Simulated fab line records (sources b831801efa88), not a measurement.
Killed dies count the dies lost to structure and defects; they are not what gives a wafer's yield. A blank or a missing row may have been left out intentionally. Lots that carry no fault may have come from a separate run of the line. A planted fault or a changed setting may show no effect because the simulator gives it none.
8D (eight disciplines) problem report, filled in by code | flow gf180mcu | the parts of the form that need people (team, actions taken, sign-off) are left out

## 1. WHAT WENT WRONG
M3_ALCU_RS at GF_M3_RS_MEAS_05 reads a mean of 0.0764 ohm/sq on 1 wafer of 1 lot; wafers without a fault read 0.0692 ohm/sq with a standard deviation of 0.00052. That puts it +14 standard deviations away from the usual mean.
The step: measures by four-point-probe.
Earliest sighting: wafer L654.5 on film metro-04 at day 23 22:43. Wafers with a number at this step in the record: 30, from 10 lots. The rule behind "out" and "out of limits": a value lying over 4 standard deviations away from the usual mean. Any other wafer with a number is counted as sound.

## 2. WHAT IT IS; WHAT IT IS NOT
question                    | is                | is not
which readings at this step | M3_ALCU_RS        | -
which lots                  | L654              | L646, L653, L660, L661, L662, L663, L664, L666, L667
which wafers of those lots  | L654.5            | L654.2, L654.6
read on which gauges        | film metro-04     | film metro-01, film metro-02
when                        | from day 23 22:43 | up to then (8 sound wafers); but 21 sound wafers of L660, L661, L662, L663, L664, L666, L667 came after

## 3. SUSPECTS, AND WHAT RULES EACH OUT
Counting: if a tool at a process step up to the reading ran every lot that is out, it stays a suspect. Sound lots after the first of them don't rule it out here, since some wafers of a struck lot are sound.
- the gauge at GF_M3_RS_MEAS_05: ruled out. All the wafers that are out were read on film metro-04, but those of them that GF_M3_METAL_ETCH_16 has rows for are out there too, on other tools.
- cmp-02 at GF_V2_CMP_04 (polishes SiO2): kept. It ran the lot that is out, L654 (day 22 22:05).
- pvd sputter-04 at GF_M3_SPUTTER_02 (material AlCu, target thk 450 nm, time 23.9 s): kept. It ran the lot that is out, L654 (day 23 22:37).
What counting leaves: cmp-02 at GF_V2_CMP_04 and pvd sputter-04 at GF_M3_SPUTTER_02.

## 4. THE CAUSE (what the simulator had put in)
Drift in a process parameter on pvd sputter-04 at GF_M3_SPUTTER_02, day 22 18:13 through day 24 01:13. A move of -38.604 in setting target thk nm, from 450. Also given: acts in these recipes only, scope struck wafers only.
Counting left 2 suspects, and this tool is among them.

## 5. THE CHAIN OF EFFECTS, in route order
One row per reading whose mean, taken over the struck wafers that have a number, lies over 3 standard deviations from the usual. Readings are gone through only where the record gives a usual standard deviation; hours: the median, over the lots, of the time from a lot's start at the first step in this table giving one to that lot's start at this step; sigmas: the change measured in usual standard deviations.
hours | step                | reading            | usual         | on struck wafers | change  | sigmas
0     | GF_M3_RS_MEAS_05    | M3_ALCU_RS         | 0.0692 ohm/sq | 0.0764           | +0.0072 | +14
7     | GF_M3_THK_MEAS_06   | M3_ALCU_THK        | 449 nm        | 406              | -43     | -11
22    | GF_M3_METAL_ETCH_16 | oes product au     | 0.974 a.u.    | 0.932            | -0.042  | -8.2
22    | GF_M3_METAL_ETCH_16 | throttle valve pct | 28.249 %      | 28.291           | +0.042  | +4.4
Here are the process steps it includes:
- GF_M3_METAL_ETCH_16: etches the open film in Cl2/BCl3, stops on SiO2, target depth 627.5 nm, time 104.6 s.
Later steps that measure or inspect, where all struck wafers having a row at the step show a number for every such reading and not one has moved that far: GF_M3_OVL_MEAS_15.

## 6. HOW IT WOULD HAVE BEEN CAUGHT EARLIER
Counted from the fault's start at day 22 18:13, it took 29 hours until the first out-of-limits reading at a measuring or inspecting step in this record, taken at day 23 22:43.
No tool reading at GF_M3_SPUTTER_02 that has a usual standard deviation in the record was out on any struck wafer, so an alarm limit of 4 standard deviations on those readings would not have fired.
The start of GF_M3_SPUTTER_02 on pvd sputter-04 came by day 23 22:43 for every one of the lots that are out (1). Had the tool been put on hold then, not one of them would have been saved.
